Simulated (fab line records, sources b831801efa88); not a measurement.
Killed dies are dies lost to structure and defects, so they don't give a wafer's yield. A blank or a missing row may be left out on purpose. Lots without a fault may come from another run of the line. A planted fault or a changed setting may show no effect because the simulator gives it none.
A struck lot beside a sound one | flow sky130 | 18 steps out of a route of 708
Sound: wafers L311.1, L311.2, L311.6. Struck: wafers L322.1, L322.2, L322.4. The cause comes at the end.
At each step with rows: each side's tool, then ch and its chambers, then its first start. Under that, the readings that differ: sound wafers | struck wafers | difference of the means | sigmas: that difference in standard deviations of wafers without a fault.
alike: readings whose means differ by less than 2 such deviations, and words and numbers that are the same on both sides. not compared: withheld readings, readings that some wafer has no value for, bounds like >300 that may hide the same value, and numbers for which the record gives no deviation and whose values overlap.
The two part at a step that has a row with sigmas, a row that says differs or no value, or rows on one side only. Numbers that don't overlap but have no deviation are shown without sigmas and don't part them. A reading that every wafer of one side lacks parts them only if that side has two wafers or more.

first, 3 steps without rows for these wafers: SKY_SONOS_ONO_WET_ETCH_18 (etches Si3N4 in H3PO4, target depth 15 nm, time 172 s); SKY_GATE_OXIDE_CLEAN_00 (cleans in SC1/SC2, time 150 s); SKY_GATE_OXIDE_OXIDATION_01 (stabilise 600 s, purge 300 s, target thk 10.268 nm).
SKY_GATE_OXIDE_THK_MEAS_02:
  sound on film_metro-03, day 16 15:32; struck on film_metro-03, day 19 20:35
  alike: GATE_OXIDE_OXIDATION_00_THK
then, 7 steps without rows for these wafers: SKY_GATE_OXIDE_DEHYDRATE_03 (time 60 s); SKY_GATE_OXIDE_HMDS_04 (prime time 60 s); SKY_GATE_OXIDE_COAT_05 (resist thk 1140 nm); SKY_GATE_OXIDE_SOFTBAKE_06 (time 60 s); SKY_GATE_OXIDE_EXPOSE_07 (exposes mask LVOM, target cd 600 nm); SKY_GATE_OXIDE_PEB_08; SKY_GATE_OXIDE_DEVELOP_09 (develop time 58.9 s).
SKY_GATE_OXIDE_OVL_MEAS_10:
  sound on overlay-02, day 17 20:16; struck on overlay-02, day 21 02:43
  reading             | sound          | struck      | difference | sigmas
  GATE_OXIDE_OVL (nm) | -2.3 -1.5 -1.8 | 0.7 0.4 0.4 | +2.4       | +2
SKY_GATE_OXIDE_IMPLANT_11:
  sound on implanter-01 ch 0, day 17 20:19; struck on implanter-01 ch 0, day 21 02:46
  reading                   | sound                | struck            | difference | sigmas
  beam_energy_keV           | 10.000 10.005 10.004 | 8.365 8.368 8.368 | -1.636     | -99 or more
  model.implant.rp_nm (nm)  | 32.99 32.99 32.99    | 28.85 28.85 28.85 | -4.14      |
  model.implant.drp_nm (nm) | 17.11 17.11 17.11    | 15.11 15.11 15.11 | -2.00      |
then, 1 step without rows for these wafers: SKY_GATE_OXIDE_WET_ETCH_12 (etches SiO2 in dHF, target depth 16.8 nm, time 336 s).
SKY_GATE_OXIDE_STRIP_13: strips in O2/N2.
  sound on plasma_asher-04 ch 0,1, day 17 20:34; struck on plasma_asher-01 ch 0,1, day 21 03:01
  alike: chamber_pressure_mTorr, drypump_motor_current_A, o2_flow_sccm, oes_product_au, strip_time_to_endpoint_s
  not compared: rf_hours_counter_h
SKY_GATE_OXIDE_TW_MEAS_14:
  sound on film_metro-03, day 17 20:40; struck on film_metro-01, day 21 03:07
  reading       | sound             | struck            | difference | sigmas
  GATE_OXIDE_TW | 223.9 224.7 224.9 | 213.3 214.5 214.3 | -10.5      | -7
then, 1 step without rows for these wafers: SKY_GATE_OXIDE_CLEAN_15 (cleans in SC1/SC2, time 150 s).
-- the record jumps here: 29 days lie between the struck wafers' starts before and after (it left off in module GATE_OXIDE and takes up again in module PAD_OPEN, whose first step shown is number 708 of the route) --
SKY_PAD_OPEN_PROBE_99:
  sound on prober-01, day 48 12:01; struck on prober-02, day 50 12:25
  reading                                   | sound                   | struck                  | difference | sigmas
  model.etest.pfet_01v8_lvt.off_log10_a_um  | -8.825 -8.73 -8.937     | -9.595 -9.518 -9.547    | -0.723     |
  model.etest.pfet_01v8_lvt.vt_sat_v (V)    | -0.434 -0.4235 -0.429   | -0.4847 -0.4697 -0.4785 | -0.0488    |
  model.etest.pfet_01v8_lvt.vt_v (V)        | -0.5275 -0.5158 -0.5261 | -0.5677 -0.5523 -0.5608 | -0.0371    |
  model.etest.pfet_01v8_lvt.vt_long_v (V)   | -0.65 -0.6405 -0.6441   | -0.6836 -0.6711 -0.6732 | -0.0311    |
  model.etest.nfet_01v8.vt_long_v (V)       | 0.5426 0.5527 0.5534    | 0.5558 0.5589 0.5557    | +0.0072    |
  model.etest.nfet_01v8_lvt.vt_long_v (V)   | 0.4415 0.4506 0.4512    | 0.4551 0.4604 0.4539    | +0.0087    |
  model.etest.pfet_01v8_lvt.body_rise_v (V) | -0.2008 -0.2043 -0.2036 | -0.1968 -0.1972 -0.1959 | +0.0063    |
  alike: killed_at_M0_to_M3, killed_at_M4_up, killed_at_contacts, killed_at_front_end, killed_at_other, killed_dies, killed_open, killed_short
  not compared: model.etest.pfet_01v8_lvt.drive_ua_um

WHERE THEY PART
First at SKY_GATE_OXIDE_OVL_MEAS_10; last, within this record, at SKY_GATE_OXIDE_TW_MEAS_14. Later steps at which nothing parts them and some readings are alike: SKY_PAD_OPEN_PROBE_99.

WHY: what the simulator had put in
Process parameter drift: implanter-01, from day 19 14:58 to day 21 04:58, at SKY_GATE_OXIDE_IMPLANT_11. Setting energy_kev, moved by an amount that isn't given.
